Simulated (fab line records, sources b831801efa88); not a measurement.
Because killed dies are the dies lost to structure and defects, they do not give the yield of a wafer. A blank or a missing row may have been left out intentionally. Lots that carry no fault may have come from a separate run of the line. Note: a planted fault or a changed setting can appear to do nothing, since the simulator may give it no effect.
Struck lot and sound lot, side by side | flow gf180mcu | 14 steps out of a route of 602
Sound: the wafers L401.4, L401.5, L401.6. Wafers struck: L407.2, L407.3, L407.4. Last of all comes the cause.
For every step that has rows: the tool of each side, followed by ch and its chambers, followed by its first start. Under that, the readings that differ: sound wafers | struck wafers | difference of the means | sigmas: that difference in standard deviations of wafers without a fault.
alike: same words and numbers on both sides, and readings whose means sit less than 2 such deviations apart. not compared: any withheld reading, any reading some wafer has no value for, any bound like >300 that may hide the same value, and any number with overlapping values for which the record gives no deviation.
Wherever a step has rows on one side only, a row that says differs or no value, or a row with sigmas, the two part there. Numbers that don't overlap but have no deviation are shown without sigmas and don't part them. A reading missing from all wafers of one side parts the sides only when that side holds two or more wafers.

first, 3 steps without rows for these wafers: GF_MIM_EXPOSE_16 (exposes mask FuseTop, target cd 2000 nm); GF_MIM_PEB_17; GF_MIM_DEVELOP_18 (develop time 60 s).
GF_MIM_METAL_ETCH_19: etches the open film in Cl2/BCl3, stops on Si3N4, target depth 324.5 nm, time 54.1 s.
  sound on rie-metal-04 ch 0,1, day 25 05:30; struck on rie-metal-04 ch 0,1, day 27 11:01
  alike: bcl3-flow-sccm, drypump-motor-current-A, he-backside-leak-sccm, oes-product-au, throttle-valve-pct
  not compared: rf-hours-counter-h
GF_MIM_STRIP_20: strips in O2/N2.
  sound on plasma-asher-01 ch 0,1, day 25 05:35; struck on plasma-asher-01 ch 0,1, day 27 11:05
  alike: drypump-motor-current-A, heater-power-w, oes-product-au, strip-time-to-endpoint-s
  not compared: rf-hours-counter-h
then, 7 steps without rows for these wafers: GF_MIM_STRIP_21 (strips in post etch residue remover, time 1200 s); GF_MIM_CLEAN_22 (cleans in DIW); GF_M5_DEHYDRATE_00 (time 60 s); GF_M5_HMDS_01 (prime time 60 s); GF_M5_COAT_02 (resist thk 1000 nm); GF_M5_SOFTBAKE_03 (time 60 s); GF_M5_EXPOSE_04 (exposes mask Metal5, target cd 280 nm).
GF_M5_PEB_05: peb time 90 s.
  sound on litho-track-03 ch 0, day 26 03:13; struck on litho-track-02, day 28 07:15
  no value came back on the struck wafers for chill-plate-temp-C (C), exhaust-pa (Pa); on the sound wafers chill-plate-temp-C (C) reads 23.28 23.26 23.13
then, 1 step without rows for these wafers: GF_M5_DEVELOP_06 (develop time 60 s).

## WHERE THEY PART
Within this record, at GF_M5_PEB_05 only.

WHY: what the simulator had put in
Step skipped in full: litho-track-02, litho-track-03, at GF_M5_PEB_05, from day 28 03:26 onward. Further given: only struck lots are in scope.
